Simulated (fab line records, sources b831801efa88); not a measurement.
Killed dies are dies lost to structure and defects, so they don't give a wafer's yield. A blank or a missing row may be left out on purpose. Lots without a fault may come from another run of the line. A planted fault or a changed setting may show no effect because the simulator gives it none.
Which tool did it? | flow gf180mcu | 14 lots, 42 wafers sampled, at 6 steps of a route of 602

WHAT THE GAUGES READ, wafer by wafer
The record holds no reading of a measuring or inspecting step that can be judged against a usual standard deviation.

WHICH TOOL RAN EACH LOT (tool, then ch and the chambers of the sampled wafers, then the start)
lot  | GF_V1_ETCH_16                      | GF_V1_ETCH_17                                 | GF_V1_STRIP_18                       | GF_M2_SPUTTER_00             | GF_M2_SPUTTER_02             | GF_M2_SPUTTER_04
L675 | rie_diel-04 ch 1,2,3, day 18 06:47 | rie_diel-04 ch 1,2,3, day 18 06:55 or earlier | plasma_asher-02 ch 0,1, day 18 06:55 | pvd_sputter-04, day 18 08:08 | pvd_sputter-04, day 18 08:16 | pvd_sputter-04, day 18 08:19
L676 | rie_diel-02 ch 0,1,3, day 18 15:26 | rie_diel-02 ch 0,1,3, day 18 15:36 or earlier | plasma_asher-02 ch 0,1, day 18 15:36 | pvd_sputter-04, day 18 16:47 | pvd_sputter-04, day 18 16:55 | pvd_sputter-04, day 18 16:58
L677 | rie_diel-04 ch 0,1, day 19 01:14   | rie_diel-04 ch 0,1, day 19 01:22 or earlier   | plasma_asher-02 ch 0,1, day 19 01:22 | pvd_sputter-02, day 19 02:35 | pvd_sputter-02, day 19 02:43 | pvd_sputter-02, day 19 02:46
L678 | rie_diel-01 ch 0,2, day 19 07:27   | rie_diel-01 ch 0,2, day 19 07:34 or earlier   | plasma_asher-03 ch 0,1, day 19 07:34 | pvd_sputter-03, day 19 08:48 | pvd_sputter-03, day 19 08:56 | pvd_sputter-03, day 19 08:59
L679 | rie_diel-02 ch 1,3, day 19 21:41   | rie_diel-02 ch 1,3, day 19 21:50 or earlier   | plasma_asher-02 ch 0,1, day 19 21:50 | pvd_sputter-04, day 19 23:13 | pvd_sputter-04, day 19 23:21 | pvd_sputter-04, day 19 23:24
L685 | rie_diel-04 ch 1,2, day 22 01:38   | rie_diel-04 ch 1,2, day 22 01:46 or earlier   | plasma_asher-03 ch 0,1, day 22 01:46 | -                            | -                            | -
L686 | rie_diel-04 ch 1,2, day 22 15:20   | rie_diel-04 ch 1,2, day 22 15:28 or earlier   | plasma_asher-03 ch 0,1, day 22 15:28 | -                            | -                            | -
L688 | rie_diel-01 ch 2,3, day 23 04:02   | rie_diel-01 ch 2,3, day 23 04:10 or earlier   | plasma_asher-02 ch 0,1, day 23 04:10 | pvd_sputter-02, day 23 05:26 | pvd_sputter-02, day 23 05:34 | pvd_sputter-02, day 23 05:37
L690 | rie_diel-02 ch 0,1,2, day 23 16:52 | rie_diel-02 ch 0,1,2, day 23 17:00 or earlier | plasma_asher-02 ch 0,1, day 23 17:00 | pvd_sputter-03, day 23 18:17 | pvd_sputter-03, day 23 18:25 | pvd_sputter-03, day 23 18:28
L691 | rie_diel-01 ch 0,2, day 24 04:32   | rie_diel-01 ch 0,2, day 24 04:40 or earlier   | plasma_asher-03 ch 0, day 24 04:40   | pvd_sputter-04, day 24 05:53 | pvd_sputter-04, day 24 06:01 | pvd_sputter-04, day 24 06:04
L693 | rie_diel-04 ch 1,2,3, day 24 21:05 | rie_diel-04 ch 1,2,3, day 24 21:13 or earlier | plasma_asher-04 ch 1, day 24 21:13   | pvd_sputter-02, day 24 22:53 | pvd_sputter-02, day 24 23:01 | pvd_sputter-02, day 24 23:04
L695 | rie_diel-01 ch 1,2, day 25 08:19   | rie_diel-01 ch 1,2, day 25 08:26 or earlier   | plasma_asher-02 ch 0,1, day 25 08:26 | pvd_sputter-03, day 25 09:40 | pvd_sputter-03, day 25 09:48 | pvd_sputter-03, day 25 09:51
L697 | rie_diel-04 ch 0,2,3, day 25 19:04 | rie_diel-04 ch 0,2,3, day 25 19:11 or earlier | plasma_asher-03 ch 0,1, day 25 19:11 | pvd_sputter-02, day 25 20:25 | pvd_sputter-02, day 25 20:33 | pvd_sputter-02, day 25 20:36
L698 | rie_diel-04 ch 0,2,3, day 26 05:02 | rie_diel-04 ch 0,2,3, day 26 05:10 or earlier | plasma_asher-02 ch 0,1, day 26 05:10 | pvd_sputter-03, day 26 06:29 | pvd_sputter-03, day 26 06:37 | pvd_sputter-03, day 26 06:40
- GF_V1_ETCH_16: etches BARC in N2/H2.
- GF_V1_ETCH_17: etches SiO2 in C4F8/O2/Ar, stops on TiN, target depth 630 nm.
- GF_V1_STRIP_18: strips in O2/N2.
- GF_M2_SPUTTER_00: material Ti, target thk 37.5 nm, time 150 s.
- GF_M2_SPUTTER_02: material AlCu, target thk 450 nm, time 23.9 s.
- GF_M2_SPUTTER_04: material TiN, target thk 50 nm, time 41.7 s.

WHAT THE TOOLS THEMSELVES READ (means of the sampled wafers that have a number; where no wafer has one, the mark that the record gives instead)
GF_V1_ETCH_16.
lot  | tool        | bias_w (W) | chamber_pressure_mTorr (mTorr) | drypump_motor_current_A (A) | oes_product_au (a.u.) | throttle_valve_pct (%)
L675 | rie_diel-04 | 100.00     | 30.007                         | 5.7                         | 0.853                 | 13.219
L676 | rie_diel-02 | 100.09     | 30.005                         | 5.8                         | 0.860                 | 13.215
L677 | rie_diel-04 | 99.79      | 29.993                         | 5.5                         | 0.853                 | 13.222
L678 | rie_diel-01 | 99.77      | 29.993                         | 5.6                         | 0.855                 | 13.228
L679 | rie_diel-02 | 99.85      | 30.036                         | 5.7                         | 0.853                 | 13.218
L685 | rie_diel-04 | -          | -                              | -                           | -                     | -
L686 | rie_diel-04 | -          | -                              | -                           | -                     | -
L688 | rie_diel-01 | 99.73      | 29.997                         | 6.0                         | 0.849                 | 13.229
L690 | rie_diel-02 | 100.18     | 30.002                         | 6.2                         | 0.856                 | 13.221
L691 | rie_diel-01 | 99.80      | 30.002                         | 5.5                         | 0.854                 | 13.232
L693 | rie_diel-04 | 100.43     | 30.003                         | 5.7                         | 0.857                 | 13.226
L695 | rie_diel-01 | 100.12     | 30.004                         | 5.4                         | 0.859                 | 13.224
L697 | rie_diel-04 | 100.17     | 30.003                         | 5.4                         | 0.852                 | 13.219
L698 | rie_diel-04 | 100.08     | 30.009                         | 5.4                         | 0.852                 | 13.235

GF_V1_ETCH_17.
lot  | tool        | bias_w (W) | chamber_pressure_mTorr (mTorr) | oes_product_au (a.u.)
L675 | rie_diel-04 | 1202       | 40.01                          | 0.857
L676 | rie_diel-02 | 1197       | 40.00                          | 0.857
L677 | rie_diel-04 | 1202       | 40.00                          | 0.858
L678 | rie_diel-01 | 1201       | 40.01                          | 0.857
L679 | rie_diel-02 | 1199       | 39.97                          | 0.857
L685 | rie_diel-04 | 1208       | 39.98                          | 0.375
L686 | rie_diel-04 | 1198       | 40.03                          | 0.376
L688 | rie_diel-01 | 1200       | 39.98                          | 0.860
L690 | rie_diel-02 | 1203       | 40.03                          | 0.856
L691 | rie_diel-01 | 1203       | 39.95                          | 0.854
L693 | rie_diel-04 | 1200       | 40.02                          | 0.855
L695 | rie_diel-01 | 1198       | 39.96                          | 0.862
L697 | rie_diel-04 | 1203       | 39.99                          | 0.856
L698 | rie_diel-04 | 1199       | 39.99                          | 0.854

GF_V1_STRIP_18.
lot  | tool            | drypump_motor_current_A (A) | heater_power_w (W) | oes_product_au (a.u.)
L675 | plasma_asher-02 | 5.1                         | 295                | 0.595
L676 | plasma_asher-02 | 5.2                         | 292                | 0.591
L677 | plasma_asher-02 | 5.2                         | 289                | 0.587
L678 | plasma_asher-03 | 6.2                         | 320                | 0.588
L679 | plasma_asher-02 | 5.2                         | 290                | 0.592
L685 | plasma_asher-03 | 6.2                         | 324                | 0.611
L686 | plasma_asher-03 | 5.5                         | 319                | 0.615
L688 | plasma_asher-02 | 5.2                         | 296                | 0.595
L690 | plasma_asher-02 | 5.2                         | 298                | 0.597
L691 | plasma_asher-03 | 6.8                         | 330                | 0.592
L693 | plasma_asher-04 | 5.7                         | 309                | 0.589
L695 | plasma_asher-02 | 5.1                         | 295                | 0.597
L697 | plasma_asher-03 | 5.6                         | 316                | 0.592
L698 | plasma_asher-02 | 5.2                         | 293                | 0.593

GF_M2_SPUTTER_00.
lot  | tool           | throttle_valve_pct (%)
L675 | pvd_sputter-04 | 30.3
L676 | pvd_sputter-04 | 30.7
L677 | pvd_sputter-02 | 31.1
L678 | pvd_sputter-03 | 30.1
L679 | pvd_sputter-04 | 30.7
L688 | pvd_sputter-02 | 30.6
L690 | pvd_sputter-03 | 30.5
L691 | pvd_sputter-04 | 29.4
L693 | pvd_sputter-02 | 30.4
L695 | pvd_sputter-03 | 30.3
L697 | pvd_sputter-02 | 30.7
L698 | pvd_sputter-03 | 30.6

GF_M2_SPUTTER_02.
lot  | tool           | throttle_valve_pct (%)
L675 | pvd_sputter-04 | 30.3
L676 | pvd_sputter-04 | 30.7
L677 | pvd_sputter-02 | 31.0
L678 | pvd_sputter-03 | 30.1
L679 | pvd_sputter-04 | 30.8
L688 | pvd_sputter-02 | 30.7
L690 | pvd_sputter-03 | 30.5
L691 | pvd_sputter-04 | 29.4
L693 | pvd_sputter-02 | 30.4
L695 | pvd_sputter-03 | 30.3
L697 | pvd_sputter-02 | 30.6
L698 | pvd_sputter-03 | 30.3

GF_M2_SPUTTER_04.
lot  | tool           | throttle_valve_pct (%)
L675 | pvd_sputter-04 | 30.4
L676 | pvd_sputter-04 | 30.5
L677 | pvd_sputter-02 | 31.0
L678 | pvd_sputter-03 | 30.0
L679 | pvd_sputter-04 | 30.8
L688 | pvd_sputter-02 | 30.7
L690 | pvd_sputter-03 | 30.6
L691 | pvd_sputter-04 | 29.3
L693 | pvd_sputter-02 | 30.2
L695 | pvd_sputter-03 | 30.3
L697 | pvd_sputter-02 | 30.6
L698 | pvd_sputter-03 | 30.5

THE ANSWER, worked out from the rows above alone
Rule: what is usual is taken from the lots themselves. Put in order of their means at a reading, lots are off if they are a third of the lots or fewer, leave a main group of 4 or more, and stand apart from it by a gap of 3 or more times the standard deviation of the main group's means; of several such gaps the widest counts. A main group whose means are all the same, to the digits that the tables above print for the reading, isn't used. A lot without any number at a reading at which 4 lots or more have one is off too. The other lots that the step has rows for count as sound. The gauges are gone through in route order, then the tools' own readings, and for those a lot's mean is taken as printed above. The first step at which some lot is off is used, and at that step the reading that is off furthest; a lot without a number counts as furthest.
Off: L685, L686, at GF_V1_ETCH_16 (bias_w). Without a number there: L685, L686. The main group: mean 100.00 W, standard deviation 0.21.
A tool fits if, at that step or a process step before it, it ran every lot that is off, and no sound lot after the first of them. None of those tried fits.

WHAT THE SIMULATOR HAD PUT IN
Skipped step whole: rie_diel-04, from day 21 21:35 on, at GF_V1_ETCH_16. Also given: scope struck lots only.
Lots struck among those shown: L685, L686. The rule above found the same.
